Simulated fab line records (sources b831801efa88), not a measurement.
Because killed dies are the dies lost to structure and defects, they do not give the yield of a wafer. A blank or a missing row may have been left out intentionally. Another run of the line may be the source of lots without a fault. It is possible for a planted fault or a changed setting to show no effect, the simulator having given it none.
fab line records	flow sky130
record lots=13	wafers=39	lastDay=50
route steps=708 shown SONOS_ONO@181 GATE_OXIDE@199 POLY_GATE@218 PAD_OPEN@708
lots untouched by any fault: they come from a run of this same line in which no faults occurred
startH: start of the lot's first displayed wafer, in hours after the record's first day	waitH: hours elapsed since this lot's preceding step	" repeats the value in the row above	L1.1+2: a row that stands for several wafers	- no value, or no start was given	* or withheld: withheld	< > ~ a bound
route shown NAME@n: names a module that has steps shown in the file, with the first one's number in the route	usual: mean/standard deviation taken from wafers without a fault	same: alike in all rows	chamber/n: place in a boat	sites: the reading at each site	_std_site: the standard deviation of these	_edge_site: outer sites' mean less inner sites'	radiusMm: for every site, how far away it sits from the centre of the wafer	mask NAME#n: copy n	behind: the last tool/chamber to shape the wafer	hold: reason for holding the lot/hours on hold/outcome of the hold	device: names the non-switching transistor (n, p or np)	end of line: tests run on the same wafers once the route is complete	a step with no rows: only its recipe	killed: at the first sort, the dies lost to defects and structure; wafer yield is something else	map: per-die view of a wafer (x killed, . not killed, _ where there is no die)
set.NAME: the setting as run; set.NAME@STEP: as run at that earlier step	model.NAME: the simulator's own value behind a step, which no gauge read
steps of the route over a sample of lots; a table a step, a row a wafer
services: when a tool's chamber went out of use (startH, in hours from the record's first day, below 0 if earlier), for how many hours, and the reason
## steps
# step SKY_SONOS_ONO_CD_MEAS_13
# recipe targetCdNm=410
# usual cdNm=410.2/2
lot.wafer	tool	chamber	startH	waitH	cdNm
L291.2	cdSem-02	-	276.86	0.1	405.9
L291.3	"	-	"	"	408.2
L291.4	"	-	"	"	406.9
L292.2	cdSem-01	-	280.86	0.1	413.7
L292.4	"	-	"	"	414.7
L292.5	"	-	"	"	413.5
L293.3	cdSem-02	-	288.71	0.1	410.4
L293.4	"	-	"	"	410.4
L293.6	"	-	"	"	410.5
L294.2	cdSem-01	-	296.90	0.1	411.4
L294.3	"	-	"	"	410.3
L294.4	"	-	"	"	410.2
L295.2	cdSem-02	-	308.09	0.1	406.8
L295.4	"	-	"	"	409.8
L295.6	"	-	"	"	408.1
L299.1	cdSem-01	-	345.67	0.1	409.7
L299.5	"	-	"	"	409.6
L299.6	"	-	"	"	409.4
L302.1	cdSem-01	-	385.22	0.1	406.4
L302.3	"	-	"	"	408.7
L302.4	"	-	"	"	409.2
L301.1	cdSem-01	-	386.83	0.1	410.9
L301.2	"	-	"	"	410.8
L301.6	"	-	"	"	411.8
L304.1	cdSem-01	-	391.83	0.1	410.3
L304.5	"	-	"	"	410.0
L304.6	"	-	"	"	411.4
L305.1	cdSem-02	-	401.24	0.1	408.2
L305.2	"	-	"	"	407.5
L305.4	"	-	"	"	410.8
L307.3	cdSem-02	-	410.27	0.1	411.6
L307.5	"	-	"	"	412.0
L307.6	"	-	"	"	412.7
L312.1	cdSem-01	-	448.17	0.1	411.3
L312.4	"	-	"	"	408.7
L312.6	"	-	"	"	410.2
L313.2	cdSem-01	-	453.14	0.1	413.5
L313.4	"	-	"	"	410.9
L313.5	"	-	"	"	411.6
# step SKY_GATE_OXIDE_WET_ETCH_12
# recipe chemistry=dHF	targetDepthNm=16.8	dry=n2Spin	target=SiO2	dilution=100:1	tempC=25	timeS=336
# usual runLengthS=364/3.7
lot.wafer	tool	chamber	startH	waitH	runLengthS
L291.2	wetBench-02	2	304.83	0.1	369
L291.3	"	2	"	"	369
L291.4	"	2	"	"	369
L292.2	wetBench-02	0	310.73	0.1	368
L292.4	"	0	"	"	368
L292.5	"	0	"	"	368
L293.3	wetBench-01	1	316.94	0.1	362
L293.4	"	1	"	"	362
L293.6	"	1	"	"	362
L294.2	wetBench-02	2	324.38	0.1	361
L294.3	"	2	"	"	361
L294.4	"	2	"	"	361
L295.2	wetBench-02	3	338.18	0.1	364
L295.4	"	3	"	"	364
L295.6	"	3	"	"	364
L299.1	wetBench-01	1	375.70	0.1	370
L299.5	"	1	"	"	370
L299.6	"	1	"	"	370
L301.1	wetBench-01	3	420.15	0.1	368
L301.2	"	3	"	"	368
L301.6	"	3	"	"	368
L302.1	wetBench-03	0	420.38	0.1	368
L302.3	"	0	"	"	368
L302.4	"	0	"	"	368
L304.1	wetBench-01	1	423.93	0.1	370
L304.5	"	1	"	"	370
L304.6	"	1	"	"	370
L305.1	wetBench-01	2	434.18	0.1	370
L305.2	"	2	"	"	370
L305.4	"	2	"	"	370
L307.3	wetBench-01	3	442.83	0.1	349
L307.5	"	3	"	"	349
L307.6	"	3	"	"	349
L312.1	wetBench-02	2	481.19	0.1	362
L312.4	"	2	"	"	362
L312.6	"	2	"	"	362
L313.2	wetBench-03	1	485.50	0.1	361
L313.4	"	1	"	"	361
L313.5	"	1	"	"	361
# step SKY_POLY_GATE_THK_MEAS_04
# recipe reads=Si3N4_of_POLY_GATE_CVD_03
# usual POLY_GATE_CVD_03_THK=76.1/0.66
lot.wafer	tool	chamber	startH	waitH	POLY_GATE_CVD_03_THK[nm]
L291.2	filmMetro-02	-	337.72	0.0	75.7
L291.3	"	-	"	"	76.0
L291.4	"	-	"	"	75.5
L292.2	filmMetro-03	-	343.08	0.0	74.5
L292.4	"	-	"	"	75.4
L292.5	"	-	"	"	75.1
L293.3	filmMetro-02	-	353.20	0.0	76.7
L293.4	"	-	"	"	76.2
L293.6	"	-	"	"	75.9
L294.2	filmMetro-03	-	360.08	0.0	75.0
L294.3	"	-	"	"	75.1
L294.4	"	-	"	"	74.9
L295.2	filmMetro-03	-	373.62	0.0	75.7
L295.4	"	-	"	"	76.7
L295.6	"	-	"	"	76.5
L299.1	filmMetro-02	-	411.04	0.0	76.7
L299.5	"	-	"	"	76.5
L299.6	"	-	"	"	76.5
L301.1	filmMetro-02	-	455.70	0.0	75.1
L301.2	"	-	"	"	76.3
L301.6	"	-	"	"	75.8
L302.1	filmMetro-03	-	457.06	0.0	75.7
L302.3	"	-	"	"	74.9
L302.4	"	-	"	"	75.3
L304.1	filmMetro-04	-	461.78	0.0	76.9
L304.5	"	-	"	"	76.6
L304.6	"	-	"	"	76.4
L305.1	filmMetro-03	-	470.40	0.0	76.6
L305.2	"	-	"	"	76.3
L305.4	"	-	"	"	76.8
L307.3	filmMetro-03	-	478.61	0.0	76.0
L307.5	"	-	"	"	75.8
L307.6	"	-	"	"	75.6
L312.1	filmMetro-02	-	516.80	0.0	76.3
L312.4	"	-	"	"	76.0
L312.6	"	-	"	"	76.2
L313.2	filmMetro-02	-	520.39	0.0	76.0
L313.4	"	-	"	"	76.1
L313.5	"	-	"	"	75.8
# step SKY_POLY_GATE_OVL_MEAS_14
# usual POLY_GATE_OVL=0/6.2
lot.wafer	tool	chamber	startH	waitH	POLY_GATE_OVL[nm]
L291.2	overlay-01	-	366.22	0.1	8
L291.3	"	-	"	"	1
L291.4	"	-	"	"	9
L292.2	overlay-01	-	371.13	0.1	-4
L292.4	"	-	"	"	0
L292.5	"	-	"	"	-2
L293.3	overlay-01	-	380.56	0.1	1
L293.4	"	-	"	"	-6
L293.6	"	-	"	"	-6
L294.2	overlay-02	-	388.68	0.1	1
L294.3	"	-	"	"	-5
L294.4	"	-	"	"	2
L295.2	overlay-02	-	402.32	0.1	3
L295.4	"	-	"	"	1
L295.6	"	-	"	"	4
L299.1	overlay-01	-	441.46	0.1	4
L299.5	"	-	"	"	7
L299.6	"	-	"	"	5
L301.1	overlay-01	-	486.36	0.1	8
L301.2	"	-	"	"	9
L301.6	"	-	"	"	4
L302.1	overlay-02	-	487.30	0.1	-4
L302.3	"	-	"	"	1
L302.4	"	-	"	"	-7
L304.1	overlay-02	-	492.25	0.1	8
L304.5	"	-	"	"	9
L304.6	"	-	"	"	9
L305.1	overlay-01	-	500.87	0.1	-1
L305.2	"	-	"	"	1
L305.4	"	-	"	"	7
L307.3	overlay-01	-	509.42	0.1	-5
L307.5	"	-	"	"	-2
L307.6	"	-	"	"	-1
L312.1	overlay-01	-	547.25	0.1	6
L312.4	"	-	"	"	3
L312.6	"	-	"	"	5
L313.2	overlay-01	-	550.58	0.1	7
L313.4	"	-	"	"	-3
L313.5	"	-	"	"	3
# step SKY_PAD_OPEN_PROBE_99
# usual killed_at_M0_to_M3=42/7.1	killed_at_M4_up=3.0/1.7	killedAtContacts=25/5	killedAtFrontEnd=16/4.4	killedAtOther=0.5/1.4	killedDies=87/9.2	killedOpen=47/6.2	killedShort=39/6.6
# same grossDies=492	killedAtBackSide=0
lot.wafer	tool	chamber	startH	waitH	killed_at_M0_to_M3	killed_at_M4_up	killedAtContacts	killedAtFrontEnd	killedAtOther	killedDies	killedOpen	killedShort
L291.2	prober-01	-	1069.84	0.1	46	3	33	13	0	95	50	45
L291.3	prober-01	-	1069.89	0.2	32	4	25	21	0	82	46	36
L291.4	prober-01	-	1069.94	0.2	39	3	27	23	0	92	46	46
L292.2	prober-02	-	1073.90	0.1	52	2	32	18	0	104	63	39
L292.4	prober-02	-	1074.00	0.2	45	5	28	12	1	91	47	44
L292.5	prober-02	-	1074.05	0.2	38	3	18	15	0	74	47	27
L293.3	prober-01	-	1080.73	0.2	28	4	29	16	8	85	43	35
L293.4	prober-01	-	1080.78	0.2	48	6	29	14	2	99	56	41
L293.6	prober-01	-	1080.88	0.2	44	2	24	19	0	89	47	41
L294.2	prober-02	-	1086.67	0.1	34	5	29	13	1	82	43	38
L294.4	prober-02	-	1086.77	0.2	39	1	27	19	0	86	52	33
L295.2	prober-01	-	1097.88	0.1	39	2	25	12	1	79	47	32
L295.4	prober-01	-	1097.98	0.2	41	6	31	9	1	88	50	38
L295.6	prober-01	-	1098.08	0.2	38	4	22	13	0	77	40	37
L299.1	prober-01	-	1121.09	0.1	35	4	27	18	0	84	39	45
L299.5	prober-01	-	1121.29	0.2	30	4	25	18	0	77	36	41
L299.6	prober-01	-	1121.34	0.2	46	5	18	21	0	90	46	42
L301.1	prober-01	-	1150.61	0.1	54	3	21	17	1	96	55	41
L301.2	prober-01	-	1150.66	0.1	47	4	26	12	0	89	44	45
L301.6	prober-01	-	1150.86	0.2	61	3	17	10	0	91	45	46
L302.1	prober-02	-	1152.57	0.1	39	2	29	13	0	83	43	40
L302.3	prober-02	-	1152.67	0.2	55	4	23	16	1	99	53	46
L302.4	prober-02	-	1152.72	0.2	37	2	25	16	0	80	43	37
L304.1	prober-01	-	1152.89	0.1	44	2	24	18	0	88	51	36
L304.5	prober-01	-	1153.09	0.2	30	5	18	14	1	68	42	25
L304.6	prober-01	-	1153.14	0.2	46	4	25	19	0	94	50	41
L305.1	prober-01	-	1158.49	0.1	52	3	22	9	0	86	48	38
L305.2	prober-01	-	1158.54	0.1	35	3	15	10	1	64	28	36
L305.4	prober-01	-	1158.64	0.2	35	1	24	20	0	80	49	30
L307.3	prober-02	-	1162.36	0.2	32	2	26	12	1	73	46	26
L307.5	prober-02	-	1162.46	0.2	32	2	16	16	0	66	33	33
L307.6	prober-02	-	1162.51	0.2	46	7	17	12	1	83	45	38
L312.1	prober-01	-	1186.65	0.1	39	1	21	15	0	76	37	39
L312.4	prober-01	-	1186.80	0.2	33	2	29	15	1	80	52	28
L312.6	prober-01	-	1186.90	0.2	38	1	23	18	0	80	43	37
L313.2	prober-02	-	1188.35	0.1	48	1	37	14	1	101	53	47
L313.4	prober-02	-	1188.45	0.2	45	2	34	18	0	99	56	43
L313.5	prober-02	-	1188.50	0.2	43	3	39	16	10	111	62	41
# killed by level:class
L291.2 VIA1:geometricParticle:open=11 VIA1:geometricParticle:short=10 CONTACT:geometricParticle:open=10 VIA3:geometricParticle:open=8 LI_CONTACT:geometricParticle:open=8 LOCAL_INTERCONNECT:geometricParticle:short=5 CONTACT:geometricParticle:short=5 VIA2:geometricParticle:short=5
L291.3 CONTACT:geometricParticle:open=9 FIELD_ISO:geometricParticle:short=8 CONTACT:geometricParticle:short=7 VIA1:geometricParticle:open=7 POLY_GATE:geometricParticle:open=6 LI_CONTACT:geometricParticle:open=6 METAL1:geometricParticle:short=6 FIELD_ISO:geometricParticle:open=4
L291.4 LI_CONTACT:geometricParticle:open=10 CONTACT:geometricParticle:open=8 VIA2:geometricParticle:open=7 METAL1:geometricParticle:short=7 VIA1:geometricParticle:open=7 FIELD_ISO:geometricParticle:open=6 FIELD_ISO:geometricParticle:short=6 VIA1:geometricParticle:short=5
L292.2 VIA1:geometricParticle:open=18 CONTACT:geometricParticle:open=12 LI_CONTACT:geometricParticle:open=8 VIA2:geometricParticle:open=7 CONTACT:geometricParticle:short=6 VIA3:geometricParticle:open=6 POLY_GATE:geometricParticle:short=5 VIA1:geometricParticle:short=5
L292.4 CONTACT:geometricParticle:open=14 VIA1:geometricParticle:open=11 VIA1:geometricParticle:short=10 FIELD_ISO:geometricParticle:open=5 METAL2:geometricParticle:short=5 METAL4:geometricParticle:short=5 LI_CONTACT:geometricParticle:open=4 LOCAL_INTERCONNECT:geometricParticle:short=4
L292.5 VIA1:geometricParticle:open=10 CONTACT:geometricParticle:open=9 VIA3:geometricParticle:open=6 LI_CONTACT:geometricParticle:open=5 METAL2:geometricParticle:short=5 VIA2:geometricParticle:open=5 METAL3:geometricParticle:short=4 FIELD_ISO:geometricParticle:short=3
L293.3 CONTACT:geometricParticle:open=11 LI_CONTACT:geometricParticle:open=9 CAP2M:areaEtch=7 METAL2:geometricParticle:short=6 POLY_GATE:geometricParticle:short=5 POLY_GATE:geometricParticle:open=5 VIA1:geometricParticle:open=5 CONTACT:geometricParticle:short=4
L293.4 CONTACT:geometricParticle:open=12 LI_CONTACT:geometricParticle:open=9 VIA3:geometricParticle:open=9 VIA1:geometricParticle:open=8 METAL1:geometricParticle:short=8 METAL2:geometricParticle:short=6 METAL4:geometricParticle:short=5 POLY_GATE:geometricParticle:short=4
L293.6 VIA1:geometricParticle:open=13 CONTACT:geometricParticle:open=7 METAL1:geometricParticle:short=7 POLY_GATE:geometricParticle:short=6 LOCAL_INTERCONNECT:geometricParticle:short=6 CONTACT:geometricParticle:short=5 FIELD_ISO:geometricParticle:open=5 VIA3:geometricParticle:open=4
L294.2 CONTACT:geometricParticle:open=10 CONTACT:geometricParticle:short=6 LI_CONTACT:geometricParticle:open=6 VIA2:geometricParticle:open=6 METAL2:geometricParticle:short=5 METAL1:geometricParticle:short=4 METAL2:geometricParticle:open=4 VIA3:geometricParticle:open=4
L294.4 VIA1:geometricParticle:open=11 CONTACT:geometricParticle:open=11 FIELD_ISO:geometricParticle:short=7 LI_CONTACT:geometricParticle:open=6 VIA2:geometricParticle:open=6 FIELD_ISO:geometricParticle:open=5 LOCAL_INTERCONNECT:geometricParticle:short=5 METAL1:geometricParticle:short=5
L295.2 VIA1:geometricParticle:open=11 CONTACT:geometricParticle:open=10 LI_CONTACT:geometricParticle:open=9 VIA1:geometricParticle:short=7 FIELD_ISO:geometricParticle:open=4 VIA2:geometricParticle:open=4 METAL2:geometricParticle:short=4 VIA3:geometricParticle:open=4
L295.4 CONTACT:geometricParticle:open=14 VIA1:geometricParticle:open=10 VIA2:geometricParticle:open=8 VIA3:geometricParticle:open=7 LI_CONTACT:geometricParticle:open=6 FIELD_ISO:geometricParticle:short=4 LOCAL_INTERCONNECT:geometricParticle:short=4 CONTACT:geometricParticle:short=4
L295.6 VIA1:geometricParticle:open=11 CONTACT:geometricParticle:open=7 LI_CONTACT:geometricParticle:open=7 METAL1:geometricParticle:short=5 VIA1:geometricParticle:short=5 METAL2:geometricParticle:short=5 POLY_GATE:geometricParticle:short=4 SPACER:geometricParticle:short=3
L299.1 CONTACT:geometricParticle:open=10 METAL2:geometricParticle:short=8 FIELD_ISO:geometricParticle:short=6 CONTACT:geometricParticle:short=6 LI_CONTACT:geometricParticle:open=5 METAL1:geometricParticle:short=5 VIA1:geometricParticle:open=5 FIELD_ISO:geometricParticle:open=4
L299.5 CONTACT:geometricParticle:open=8 VIA1:geometricParticle:short=7 FIELD_ISO:geometricParticle:short=6 LI_CONTACT:geometricParticle:open=6 VIA1:geometricParticle:open=5 LOCAL_INTERCONNECT:geometricParticle:short=5 CONTACT:geometricParticle:short=5 METAL1:geometricParticle:short=4
L299.6 VIA1:geometricParticle:open=10 CONTACT:geometricParticle:open=8 METAL2:geometricParticle:short=7 VIA2:geometricParticle:open=7 POLY_GATE:geometricParticle:short=5 VIA3:geometricParticle:open=5 VIA2:geometricParticle:short=5 POLY_GATE:geometricParticle:open=4
L301.1 VIA1:geometricParticle:open=15 CONTACT:geometricParticle:open=9 METAL2:geometricParticle:short=9 METAL3:geometricParticle:short=6 METAL1:geometricParticle:short=5 LI_CONTACT:geometricParticle:open=5 VIA1:geometricParticle:short=5 VIA3:geometricParticle:open=5
L301.2 VIA1:geometricParticle:open=14 LI_CONTACT:geometricParticle:open=8 VIA2:geometricParticle:short=8 LOCAL_INTERCONNECT:geometricParticle:short=5 CONTACT:geometricParticle:open=5 VIA3:geometricParticle:open=5 CONTACT:geometricParticle:short=5 VIA1:geometricParticle:short=5
L301.6 VIA1:geometricParticle:open=18 METAL2:geometricParticle:short=13 VIA3:geometricParticle:open=9 CONTACT:geometricParticle:short=7 CONTACT:geometricParticle:open=5 VIA2:geometricParticle:short=5 FIELD_ISO:geometricParticle:open=4 VIA2:geometricParticle:open=3
L302.1 CONTACT:geometricParticle:open=10 LI_CONTACT:geometricParticle:open=9 VIA1:geometricParticle:open=6 METAL2:geometricParticle:short=5 VIA2:geometricParticle:short=5 VIA2:geometricParticle:open=5 METAL3:geometricParticle:short=5 POLY_GATE:geometricParticle:open=4
L302.3 VIA1:geometricParticle:open=10 CONTACT:geometricParticle:open=8 VIA2:geometricParticle:open=7 FIELD_ISO:geometricParticle:short=6 METAL1:geometricParticle:short=6 VIA3:geometricParticle:short=6 LI_CONTACT:geometricParticle:open=5 METAL3:geometricParticle:short=5
L302.4 CONTACT:geometricParticle:open=13 VIA1:geometricParticle:open=6 METAL3:geometricParticle:short=6 POLY_GATE:geometricParticle:short=5 LI_CONTACT:geometricParticle:open=5 VIA3:geometricParticle:open=5 VIA1:geometricParticle:short=4 VIA2:geometricParticle:open=4
L304.1 CONTACT:geometricParticle:open=11 VIA1:geometricParticle:short=11 VIA1:geometricParticle:open=8 METAL2:geometricParticle:short=6 VIA3:geometricParticle:open=6 FIELD_ISO:geometricParticle:open=4 POLY_GATE:geometricParticle:open=4 SPACER:geometricParticle:open=4
L304.5 CONTACT:geometricParticle:open=9 VIA1:geometricParticle:open=8 VIA2:geometricParticle:open=6 LI_CONTACT:geometricParticle:open=5 FIELD_ISO:geometricParticle:open=4 FIELD_ISO:geometricParticle:short=3 CONTACT:geometricParticle:short=3 VIA1:geometricParticle:short=3
L304.6 CONTACT:geometricParticle:open=11 VIA1:geometricParticle:open=9 METAL1:geometricParticle:short=9 VIA3:geometricParticle:open=8 LI_CONTACT:geometricParticle:open=7 FIELD_ISO:geometricParticle:short=6 METAL2:geometricParticle:short=6 POLY_GATE:geometricParticle:short=5
L305.1 VIA1:geometricParticle:open=13 LI_CONTACT:geometricParticle:open=9 VIA3:geometricParticle:open=6 VIA3:geometricParticle:short=6 CONTACT:geometricParticle:open=5 VIA2:geometricParticle:open=5 VIA1:geometricParticle:short=5 CONTACT:geometricParticle:short=4
L305.2 VIA1:geometricParticle:open=7 VIA3:geometricParticle:open=6 CONTACT:geometricParticle:open=5 VIA1:geometricParticle:short=5 METAL2:geometricParticle:short=5 LOCAL_INTERCONNECT:geometricParticle:short=4 VIA3:geometricParticle:short=4 FIELD_ISO:geometricParticle:short=3
L305.4 CONTACT:geometricParticle:open=10 VIA2:geometricParticle:open=9 VIA1:geometricParticle:open=8 FIELD_ISO:geometricParticle:open=4 POLY_GATE:geometricParticle:open=4 LI_CONTACT:geometricParticle:short=4 CONTACT:geometricParticle:short=4 FIELD_ISO:geometricParticle:short=3
L307.3 CONTACT:geometricParticle:open=15 VIA1:geometricParticle:open=9 LI_CONTACT:geometricParticle:open=5 METAL1:geometricParticle:short=5 FIELD_ISO:geometricParticle:open=4 VIA1:geometricParticle:short=4 FIELD_ISO:geometricParticle:short=3 LOCAL_INTERCONNECT:geometricParticle:short=3
L307.5 VIA1:geometricParticle:open=7 POLY_GATE:geometricParticle:short=5 LOCAL_INTERCONNECT:geometricParticle:short=5 FIELD_ISO:geometricParticle:open=4 LI_CONTACT:geometricParticle:open=4 CONTACT:geometricParticle:open=4 METAL1:geometricParticle:short=4 VIA2:geometricParticle:open=4
L307.6 METAL2:geometricParticle:short=9 VIA1:geometricParticle:open=9 CONTACT:geometricParticle:open=7 VIA3:geometricParticle:open=7 METAL4:geometricParticle:short=7 LI_CONTACT:geometricParticle:open=6 METAL1:geometricParticle:short=5 VIA2:geometricParticle:open=5
L312.1 VIA1:geometricParticle:open=10 METAL1:geometricParticle:short=9 LI_CONTACT:geometricParticle:short=7 CONTACT:geometricParticle:open=6 VIA1:geometricParticle:short=6 LI_CONTACT:geometricParticle:open=4 POLY_GATE:geometricParticle:short=4 VIA2:geometricParticle:open=4
L312.4 VIA1:geometricParticle:open=12 LI_CONTACT:geometricParticle:open=9 CONTACT:geometricParticle:open=7 LOCAL_INTERCONNECT:geometricParticle:short=7 FIELD_ISO:geometricParticle:open=5 METAL1:geometricParticle:open=5 VIA3:geometricParticle:open=5 FIELD_ISO:geometricParticle:short=3
L312.6 LI_CONTACT:geometricParticle:open=12 VIA1:geometricParticle:open=11 FIELD_ISO:geometricParticle:open=6 VIA1:geometricParticle:short=6 METAL2:geometricParticle:short=5 VIA2:geometricParticle:short=5 CONTACT:geometricParticle:short=4 VIA3:geometricParticle:open=4
L313.2 CONTACT:geometricParticle:open=14 LI_CONTACT:geometricParticle:open=9 VIA3:geometricParticle:open=8 VIA1:geometricParticle:short=7 CONTACT:geometricParticle:short=6 VIA2:geometricParticle:open=6 LI_CONTACT:geometricParticle:short=5 METAL1:geometricParticle:short=5
L313.4 VIA1:geometricParticle:open=14 CONTACT:geometricParticle:open=10 LI_CONTACT:geometricParticle:open=8 CONTACT:geometricParticle:short=7 VIA2:geometricParticle:open=5 POLY_GATE:geometricParticle:open=5 LOCAL_INTERCONNECT:geometricParticle:short=5 FIELD_ISO:geometricParticle:open=4
L313.5 VIA1:geometricParticle:open=14 LI_CONTACT:geometricParticle:open=11 CONTACT:geometricParticle:open=11 CONTACT:geometricParticle:short=10 VIA3:geometricParticle:open=10 CAPM:areaEtch=8 FIELD_ISO:geometricParticle:short=6 METAL1:geometricParticle:short=6
## services
tool	chamber	startH	hours	kind
wetBench-03	-	318.12	7.4	repair
wetBench-01	-	402.33	1.9	repair
## key
firstSign step=SKY_GATE_OXIDE_WET_ETCH_12	reading=runLengthS	direction=down	sigmas=4	usual=*	struck=*
effect none on later readings
metAt SKY_GATE_OXIDE_WET_ETCH_12
struckLots L307
testerLeftOut L307
notActingAt SKY_SONOS_ONO_CD_MEAS_13,SKY_POLY_GATE_THK_MEAS_04,SKY_POLY_GATE_OVL_MEAS_14
onsetBetween 434.18 442.83
fault kind=processParameterDrift	tool=wetBench-01	chamber=-	onsetH=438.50	steps=SKY_GATE_OXIDE_WET_ETCH_12	channel=timeS	offset=*	shape=step	endH=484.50	actsIn=*	stated=*
# testerLeftOut: of these lots the tester's yield and bins aren't shown, on N5 and GAA mostly nor the transistor test; their killed dies are dies lost to structure and defects alone, not to doping, threshold or leakage, so they don't give the yield
